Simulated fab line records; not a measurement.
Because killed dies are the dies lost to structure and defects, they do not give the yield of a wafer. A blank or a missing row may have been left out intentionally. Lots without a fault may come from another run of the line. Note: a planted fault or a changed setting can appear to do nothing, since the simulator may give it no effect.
fab line records    flow sky130
[record] lots = 7  wafers = 21  lastDay = 50
route steps=708 shown VT_ADJUST_LVTN@99 PAD_OPEN@708
lots that met no fault: taken from a fault-free run of the same line
startH: hours from the record's first day to the start of the lot's first wafer shown    waitH: hours since the lot's step before    " same as the row above    L1.1+2: a row that stands for several wafers    - no value, or no start was given    * or withheld: withheld    < > ~ a bound
route shown NAME@n: a module of which the file shows steps, and the number in the route of the first    usual: mean/standard deviation taken from wafers without a fault    same: alike in all rows    chamber/n: place in a boat    sites: per-site readings    _std_site: standard deviation across them    _edge_site: mean of outer sites minus mean of inner sites    radiusMm: for every site, how far away it sits from the centre of the wafer    mask NAME#n: copy n    behind: the most recent tool/chamber to have shaped the wafer    hold: the reason the lot was held/the length of the hold in hours/how it ended    device: names the non-switching transistor (n, p or np)    end of line: tests run on the same wafers once the route is complete    where a step has no rows: the recipe by itself    killed: the dies lost at the first sort to structure and to defects; this is not the yield of the wafer    map: a wafer's dies, marking killed ones x, the rest . and places with no die _
set.NAME: the run value of the setting; set.NAME@STEP: its run value at that earlier step    model.NAME: the simulator's own value behind a step, which no gauge read
lots seen at some steps along the route; tables by step, rows by wafer
services: a tool's chamber out of use, with start hour (startH, from the record's first day; less than 0 if before it), hours out, and reason
[[steps]]
[step SKY_VT_ADJUST_LVTN_COAT_02]
[recipe] spinRpm = 2000  resistThkNm = 3000
[step SKY_VT_ADJUST_LVTN_SOFTBAKE_03]
[recipe] tempC = 110  timeS = withheld
[step SKY_VT_ADJUST_LVTN_EXPOSE_04]
[recipe] maskId = NWM_COMPLEMENT_LESS_NATIVE  na = 0.6  sourceShape = conventional  sigmaOuter = 0.6  polarization = unpolarized  targetCdNm = 840  doseMj = 194
[step SKY_VT_ADJUST_LVTN_PEB_05]
[recipe] tempC = 115  timeS = withheld
[step SKY_VT_ADJUST_LVTN_DEVELOP_06]
[recipe] wallAngleDeg = 90  developer = TMAH  developTimeS = 60  devTempC = 23
[step SKY_VT_ADJUST_LVTN_OVL_MEAS_07]
[usual] VT_ADJUST_LVTN_OVL = -0.6/1.3
lot.wafer  tool        chamber  startH  waitH  VT_ADJUST_LVTN_OVL[nm]
L771.1     overlay-02  -        162.38  -      -0.3
L771.4     "           -        "       "      -1.8
L771.5     "           -        "       "      -0.3
L774.3     overlay-01  -        181.66  -      -1.0
L774.4     "           -        "       "      -2.1
L774.6     "           -        "       "      -1.6
L775.1     overlay-02  -        192.05  -      -1.2
L775.4     "           -        "       "      -1.0
L775.5     "           -        "       "      -1.9
L779.1     overlay-01  -        214.75  -      0.7
L779.4     "           -        "       "      -0.5
L779.5     "           -        "       "      -0.7
L780.1     overlay-01  -        219.35  -      1.9
L780.4     "           -        "       "      1.7
L780.6     "           -        "       "      1.8
L783.3     overlay-02  -        238.06  -      1.3
L783.4     "           -        "       "      1.5
L783.6     "           -        "       "      -0.4
L791.2     overlay-01  -        295.85  -      0.2
L791.5     "           -        "       "      -0.4
L791.6     "           -        "       "      0.0
[step SKY_VT_ADJUST_LVTN_IMPLANT_08]
[recipe] species = B  energyKev = 30  doseCm2 = 1.57e+12  tiltDeg = withheld
[step SKY_VT_ADJUST_LVTN_STRIP_09]
[recipe] chemistry = O2/N2  powerW = 1400  pressureMtorr = 1500  platenTempC = withheld  o2FlowSccm = 3000  n2FlowSccm = 300  overashFraction = 0.5
[usual] drypumpMotorCurrentA = 5.7/0.49  oesProductAu = 0.723/0.0046  stripTimeToEndpointS = 36.93/0.093
lot.wafer  tool            chamber  startH  waitH  drypumpMotorCurrentA  oesProductAu  rfHoursCounterH  stripTimeToEndpointS
L771.1     plasmaAsher-03  1        162.57  0.1    6.0                   0.722         36               36.91
L771.4     "               1        "       "      6.0                   0.723         -                37.12
L771.5     "               1        "       "      6.0                   0.728         -                36.96
L774.3     plasmaAsher-04  0        181.87  0.1    4.8                   0.725         -                36.95
L774.4     "               1        "       "      6.1                   0.716         -                36.96
L774.6     "               1        "       "      6.1                   0.725         -                37.09
L775.1     plasmaAsher-02  0        192.23  0.1    5.2                   0.726         51               36.94
L775.4     "               0        "       "      5.2                   0.726         -                36.74
L775.5     "               1        "       "      5.1                   0.727         -                36.85
L779.1     plasmaAsher-02  0        214.93  0.1    5.2                   0.719         54               36.97
L779.4     "               1        "       "      5.1                   0.721         -                37.04
L779.5     "               1        "       "      5.1                   0.721         -                36.99
L780.1     plasmaAsher-02  0        219.53  0.1    5.2                   0.726         54               36.98
L780.4     "               0        "       "      5.2                   0.719         -                37.04
L780.6     "               1        "       "      5.2                   0.713         -                36.97
L783.3     plasmaAsher-03  1        238.27  0.1    6.0                   0.728         -                36.93
L783.4     "               0        "       "      6.1                   0.719         -                36.98
L783.6     "               0        "       "      6.1                   0.721         -                36.82
L791.2     plasmaAsher-04  0        296.03  0.1    4.8                   0.710         54               36.93
L791.5     "               1        "       "      6.1                   0.725         -                36.99
L791.6     "               0        "       "      4.8                   0.724         -                36.90
[step SKY_VT_ADJUST_LVTN_TW_MEAS_10]
[usual] VT_ADJUST_LVTN_TW = 241.4/2.4
lot.wafer  tool          chamber  startH  waitH  VT_ADJUST_LVTN_TW
L771.1     filmMetro-02  -        162.67  0.1    240.3
L771.4     "             -        "       "      241.7
L771.5     "             -        "       "      240.0
L774.3     filmMetro-01  -        181.95  0.1    242.8
L774.4     "             -        "       "      241.6
L774.6     "             -        "       "      242.3
L775.1     filmMetro-02  -        192.33  0.1    241.6
L775.4     "             -        "       "      241.8
L775.5     "             -        "       "      241.9
L779.1     filmMetro-01  -        215.03  0.1    244.6
L779.4     "             -        "       "      245.8
L779.5     "             -        "       "      245.2
L780.1     filmMetro-01  -        219.63  0.1    242.0
L780.4     "             -        "       "      241.2
L780.6     "             -        "       "      241.1
L783.3     filmMetro-01  -        238.35  0.1    241.1
L783.4     "             -        "       "      240.1
L783.6     "             -        "       "      240.5
L791.2     filmMetro-01  -        296.14  0.1    241.1
L791.5     "             -        "       "      241.7
L791.6     "             -        "       "      240.8
[step SKY_VT_ADJUST_LVTN_DEHYDRATE_11]
[recipe] tempC = 200  timeS = 60
[step SKY_VT_ADJUST_LVTN_HMDS_12]
[recipe] primeTimeS = 60  primeTempC = 120
[step SKY_VT_ADJUST_LVTN_COAT_13]
[recipe] resist = NOVOLAK  spinRpm = 3000  resistThkNm = 1140
[step SKY_VT_ADJUST_LVTN_SOFTBAKE_14]
[recipe] tempC = 90  timeS = 60  resist = NOVOLAK
[usual] runLengthS = 89.18/0.19
lot.wafer  tool           chamber  startH  waitH  runLengthS  model.NOVOLAK_of_VT_ADJUST_LVTN_COAT_13.thkNm
L771.1     lithoTrack-02  0        172.48  0.1    89.06       1140
L771.4     "              0        "       "      89.01       1137
L771.5     "              0        "       "      89.13       1141
L774.3     lithoTrack-02  0        192.83  0.1    88.94       1139
L774.4     "              0        "       "      88.89       1139
L774.6     "              0        "       "      89.04       1137
L775.1     lithoTrack-02  0        203.03  0.1    122.63      1129
L775.4     "              0        "       "      122.59      1127
L775.5     "              0        "       "      88.86       1137
L779.1     lithoTrack-02  0        225.63  0.1    122.67      1134
L779.4     "              0        "       "      122.75      1127
L779.5     "              0        "       "      88.98       1135
L780.1     lithoTrack-02  0        230.73  0.1    122.58      1131
L780.4     "              0        "       "      122.75      1128
L780.6     "              0        "       "      122.70      1130
L783.3     lithoTrack-04  0        249.50  0.1    89.55       1143
L783.4     "              0        "       "      89.14       1144
L783.6     "              0        "       "      89.28       1147
L791.2     lithoTrack-02  0        309.06  0.1    89.05       1142
L791.5     "              0        "       "      88.98       1141
L791.6     "              0        "       "      88.95       1141
[step SKY_VT_ADJUST_LVTN_EXPOSE_15]
[recipe] maskId = HVN_STD_DERIVED  na = 0.6  sourceShape = conventional  sigmaOuter = 0.6  polarization = unpolarized  targetCdNm = 600  doseMj = 163
[step SKY_VT_ADJUST_LVTN_PEB_16]
[recipe] tempC = withheld  timeS = *  resist = NOVOLAK
[step SKY_VT_ADJUST_LVTN_DEVELOP_17]
[recipe] resist = NOVOLAK  developer = TMAH  developTimeS = 60  devTempC = 23
lot.wafer   tool           chamber  startH  waitH  model.NOVOLAK_of_VT_ADJUST_LVTN_COAT_13.thkNm
L771.1      lithoTrack-04  0        182.55  0.1    1140
L771.4      "              0        "       "      1136
L771.5      "              0        "       "      1141
L774.3+4    lithoTrack-02  0        203.38  0.1    1138
L774.6      "              0        "       "      1136
L775.1      lithoTrack-04  0        214.30  0.1    1129
L775.4      "              0        "       "      1127
L775.5      "              0        "       "      1137
L779.1      lithoTrack-04  0        236.65  0.1    1133
L779.4      "              0        "       "      1126
L779.5      "              0        "       "      1135
L780.1      lithoTrack-04  0        242.15  0.1    1131
L780.4      "              0        "       "      1128
L780.6      "              0        "       "      1129
L783.3      lithoTrack-01  0        261.75  0.1    1143
L783.4      "              0        "       "      1144
L783.6      "              0        "       "      1146
L791.2+5+6  lithoTrack-04  0        322.02  0.1    1141
[step SKY_VT_ADJUST_LVTN_OVL_MEAS_18]
[usual] VT_ADJUST_LVTN_01_OVL = 1.0/1.2
lot.wafer  tool        chamber  startH  waitH  VT_ADJUST_LVTN_01_OVL[nm]
L771.1     overlay-02  -        182.70  0.1    0.0
L771.4     "           -        "       "      0.9
L771.5     "           -        "       "      -0.9
L774.3     overlay-01  -        203.49  0.1    1.0
L774.4     "           -        "       "      1.1
L774.6     "           -        "       "      1.5
L775.1     overlay-02  -        214.45  0.1    4.0
L775.4     "           -        "       "      3.2
L775.5     "           -        "       "      2.7
L779.1     overlay-02  -        236.80  0.1    -0.3
L779.4     "           -        "       "      2.1
L779.5     "           -        "       "      0.7
L780.1     overlay-02  -        242.30  0.1    0.6
L780.4     "           -        "       "      0.0
L780.6     "           -        "       "      0.9
L783.3     overlay-02  -        261.86  0.1    3.0
L783.4     "           -        "       "      2.1
L783.6     "           -        "       "      3.2
L791.2     overlay-01  -        322.15  0.1    2.3
L791.5     "           -        "       "      2.5
L791.6     "           -        "       "      3.2
[step SKY_VT_ADJUST_LVTN_IMPLANT_19]
[recipe] species = B  energyKev = 30  doseCm2 = 6.5e+11  tiltDeg = withheld
[step SKY_VT_ADJUST_LVTN_STRIP_20]
[recipe] chemistry = O2/N2  powerW = 1400  pressureMtorr = 1500  platenTempC = withheld  o2FlowSccm = 3000  n2FlowSccm = 300  overashFraction = 0.5
[usual] drypumpMotorCurrentA = 5.6/0.49  oesProductAu = 0.716/0.0046  stripTimeToEndpointS = 14.18/0.046
lot.wafer  tool            chamber  startH  waitH  drypumpMotorCurrentA  oesProductAu  rfHoursCounterH  stripTimeToEndpointS
L771.1     plasmaAsher-03  0        182.88  0.1    6.1                   0.718         37               14.18
L771.4     "               0        "       "      6.1                   0.725         -                14.12
L771.5     "               1        "       "      6.0                   0.713         -                14.19
L774.3     plasmaAsher-03  1        203.70  0.1    6.0                   0.714         -                14.17
L774.4     "               0        "       "      6.1                   0.716         -                14.16
L774.6     "               1        "       "      6.0                   0.720         -                14.13
L775.1     plasmaAsher-03  1        214.63  0.1    5.9                   0.711         41               14.05
L775.4     "               1        "       "      6.0                   0.718         -                14.03
L775.5     "               0        "       "      6.1                   0.715         -                14.15
L779.1     plasmaAsher-04  0        236.98  0.1    4.9                   0.715         51               14.10
L779.4     "               1        "       "      6.1                   0.714         -                14.01
L779.5     "               1        "       "      6.1                   0.705         -                14.13
L780.1     plasmaAsher-02  1        242.48  0.1    5.1                   0.716         57               14.09
L780.4     "               1        "       "      5.2                   0.715         -                14.03
L780.6     "               1        "       "      5.1                   0.713         -                14.05
L783.3     plasmaAsher-03  1        262.07  0.1    6.0                   0.710         -                14.21
L783.4     "               0        "       "      6.1                   0.718         -                14.22
L783.6     "               0        "       "      6.1                   0.725         -                14.26
L791.2     plasmaAsher-03  1        322.33  0.1    6.0                   0.717         52               14.20
L791.5     "               1        "       "      6.0                   0.716         -                14.21
L791.6     "               0        "       "      6.1                   0.713         -                14.19
[step SKY_VT_ADJUST_LVTN_TW_MEAS_21]
[usual] VT_ADJUST_LVTN_2_TW = 186.9/1.7
lot.wafer  tool          chamber  startH  waitH  VT_ADJUST_LVTN_2_TW
L771.1     filmMetro-02  -        182.98  0.1    189.2
L771.4     "             -        "       "      189.3
L771.5     "             -        "       "      188.2
L774.3     filmMetro-03  -        203.79  0.1    184.8
L774.4     "             -        "       "      184.6
L774.6     "             -        "       "      182.8
L775.1     filmMetro-02  -        214.73  0.1    189.1
L775.4     "             -        "       "      188.8
L775.5     "             -        "       "      188.4
L779.1     filmMetro-01  -        237.08  0.1    188.0
L779.4     "             -        "       "      187.6
L779.5     "             -        "       "      188.3
L780.1     filmMetro-03  -        242.58  0.1    186.5
L780.4     "             -        "       "      186.1
L780.6     "             -        "       "      186.1
L783.3     filmMetro-03  -        262.15  0.1    186.4
L783.4     "             -        "       "      186.0
L783.6     "             -        "       "      186.4
L791.2     filmMetro-01  -        322.44  0.1    187.9
L791.5     "             -        "       "      189.0
L791.6     "             -        "       "      189.0
[step SKY_PAD_OPEN_PROBE_99]
[usual] killed_at_M0_to_M3 = 42/6.7  killed_at_M4_up = 3.3/2.1  killedAtContacts = 24/5.1  killedAtFrontEnd = 15/4.6  killedAtOther = 0.3/0.58  killedDies = 85/9.9  killedOpen = 46/6.9  killedShort = 38/7
[same] grossDies = 492  killedAtBackSide = 0
lot.wafer  tool       chamber  startH   waitH  killed_at_M0_to_M3  killed_at_M4_up  killedAtContacts  killedAtFrontEnd  killedAtOther  killedDies  killedOpen  killedShort
L774.3     prober-01  -        1125.95  0.2    44                  1                29                12                0              86          48          36
L774.4     prober-01  -        1126.00  0.2    49                  2                20                18                0              89          54          34
L774.6     prober-01  -        1126.10  0.2    37                  3                26                16                0              82          48          33
L775.1     prober-02  -        1128.32  0.1    39                  2                25                15                0              81          52          29
L775.4     prober-02  -        1128.47  0.2    40                  4                29                17                0              90          49          41
L775.5     prober-02  -        1128.52  0.2    31                  4                20                19                0              74          35          38
L780.1     prober-01  -        1152.67  0.1    36                  4                28                16                0              84          50          34
L780.4     prober-01  -        1152.82  0.2    33                  4                31                9                 0              77          41          36
L780.6     prober-01  -        1152.92  0.2    45                  2                34                16                0              97          61          36
L783.3     prober-02  -        1167.07  0.2    37                  5                24                8                 2              76          36          40
L783.4     prober-02  -        1167.12  0.2    46                  6                15                21                0              88          48          39
L783.6     prober-02  -        1167.22  0.2    46                  3                24                27                0              100         54          45
// killed by level:class
L774.3 LI_CONTACT:geometricParticle:open=12 VIA1:geometricParticle:open=9 METAL1:geometricParticle:short=8 CONTACT:geometricParticle:open=7 VIA1:geometricParticle:short=6 METAL2:geometricParticle:short=6 VIA2:geometricParticle:open=5 VIA2:geometricParticle:short=4
L774.4 VIA1:geometricParticle:open=18 CONTACT:geometricParticle:open=8 FIELD_ISO:geometricParticle:open=6 FIELD_ISO:geometricParticle:short=6 VIA3:geometricParticle:open=6 LOCAL_INTERCONNECT:geometricParticle:short=4 LI_CONTACT:geometricParticle:open=4 VIA1:geometricParticle:short=4
L774.6 VIA1:geometricParticle:open=12 LI_CONTACT:geometricParticle:open=9 FIELD_ISO:geometricParticle:open=5 POLY_GATE:geometricParticle:open=5 CONTACT:geometricParticle:open=5 VIA1:geometricParticle:short=5 METAL2:geometricParticle:short=5 LOCAL_INTERCONNECT:geometricParticle:short=4
L775.1 VIA2:geometricParticle:open=12 CONTACT:geometricParticle:open=10 LI_CONTACT:geometricParticle:open=8 VIA3:geometricParticle:open=6 VIA1:geometricParticle:open=5 METAL2:geometricParticle:short=5 FIELD_ISO:geometricParticle:open=4 CONTACT:geometricParticle:short=4
L775.4 VIA1:geometricParticle:open=10 LI_CONTACT:geometricParticle:open=10 CONTACT:geometricParticle:open=9 FIELD_ISO:geometricParticle:open=5 VIA2:geometricParticle:open=5 VIA3:geometricParticle:short=5 VIA3:geometricParticle:open=5 LI_CONTACT:geometricParticle:short=4
L775.5 FIELD_ISO:geometricParticle:short=7 LI_CONTACT:geometricParticle:open=6 VIA2:geometricParticle:open=6 VIA3:geometricParticle:open=5 FIELD_ISO:geometricParticle:open=4 METAL4:geometricParticle:short=4 CONTACT:geometricParticle:open=4 METAL1:geometricParticle:short=4
L780.1 LI_CONTACT:geometricParticle:open=12 CONTACT:geometricParticle:open=10 VIA1:geometricParticle:open=6 VIA2:geometricParticle:open=6 POLY_GATE:geometricParticle:short=5 METAL1:geometricParticle:short=5 CONTACT:geometricParticle:short=4 VIA3:geometricParticle:open=4
L780.4 LI_CONTACT:geometricParticle:open=14 VIA1:geometricParticle:open=9 LI_CONTACT:geometricParticle:short=6 VIA2:geometricParticle:open=6 METAL2:geometricParticle:short=5 LOCAL_INTERCONNECT:geometricParticle:short=4 METAL4:geometricParticle:short=4 FIELD_ISO:geometricParticle:short=3
L780.6 CONTACT:geometricParticle:open=17 VIA1:geometricParticle:open=12 POLY_GATE:geometricParticle:open=8 LOCAL_INTERCONNECT:geometricParticle:short=7 METAL1:geometricParticle:short=7 VIA2:geometricParticle:open=7 METAL2:geometricParticle:short=6 LI_CONTACT:geometricParticle:open=6
L783.3 VIA3:geometricParticle:open=8 LI_CONTACT:geometricParticle:short=7 LI_CONTACT:geometricParticle:open=7 METAL1:geometricParticle:short=7 METAL2:geometricParticle:short=5 CONTACT:geometricParticle:open=5 VIA1:geometricParticle:open=4 METAL4:geometricParticle:short=4
L783.4 VIA1:geometricParticle:open=13 VIA2:geometricParticle:open=7 METAL2:geometricParticle:short=7 CONTACT:geometricParticle:open=6 POLY_GATE:geometricParticle:open=5 METAL4:geometricParticle:short=5 VIA3:geometricParticle:open=5 POLY_GATE:geometricParticle:short=4
L783.6 VIA1:geometricParticle:open=12 POLY_GATE:geometricParticle:open=9 CONTACT:geometricParticle:open=9 POLY_GATE:geometricParticle:short=7 LI_CONTACT:geometricParticle:open=7 VIA2:geometricParticle:short=6 LOCAL_INTERCONNECT:geometricParticle:short=5 VIA3:geometricParticle:short=5
[[services]]
tool            chamber  startH  hours  kind
plasmaAsher-03  -        183.27  1.4    repair
plasmaAsher-04  -        208.50  11.1   repair
plasmaAsher-04  -        239.75  22.9   repair
plasmaAsher-02  -        256.45  8.2    repair
[[key]]
[firstSign] step = SKY_VT_ADJUST_LVTN_SOFTBAKE_14  reading = runLengthS  direction = up  sigmas = 99+  usual = *  struck = *
[effect] step = SKY_VT_ADJUST_LVTN_STRIP_20  reading = stripTimeToEndpointS  direction = down  sigmas = 2.9  usual = *  struck = *
[modelEffect] step = SKY_VT_ADJUST_LVTN_SOFTBAKE_14  value = NOVOLAK_of_VT_ADJUST_LVTN_COAT_13.thkNm  without = 1138  struck = 1129
[modelEffect] step = SKY_VT_ADJUST_LVTN_DEVELOP_17  value = NOVOLAK_of_VT_ADJUST_LVTN_COAT_13.thkNm  without = 1138  struck = 1129
metAt SKY_VT_ADJUST_LVTN_SOFTBAKE_14
struckWafers L775.1,L775.4,L779.1,L779.4,L780.1,L780.4,L780.6
testerLeftOut L775,L779,L780
onsetBetween 192.83 203.03
[fault] kind = processParameterDrift  tool = lithoTrack-02  chamber = -  onsetH = 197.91  steps = SKY_VT_ADJUST_LVTN_SOFTBAKE_14  channel = timeS  offset = *  shape = step  endH = 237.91  scope = struckWafersOnly  actsIn = *  stated = *
// testerLeftOut: of these lots the tester's yield and bins aren't shown, on N5 and GAA mostly nor the transistor test; their killed dies are dies lost to structure and defects alone, not to doping, threshold or leakage, so they don't give the yield
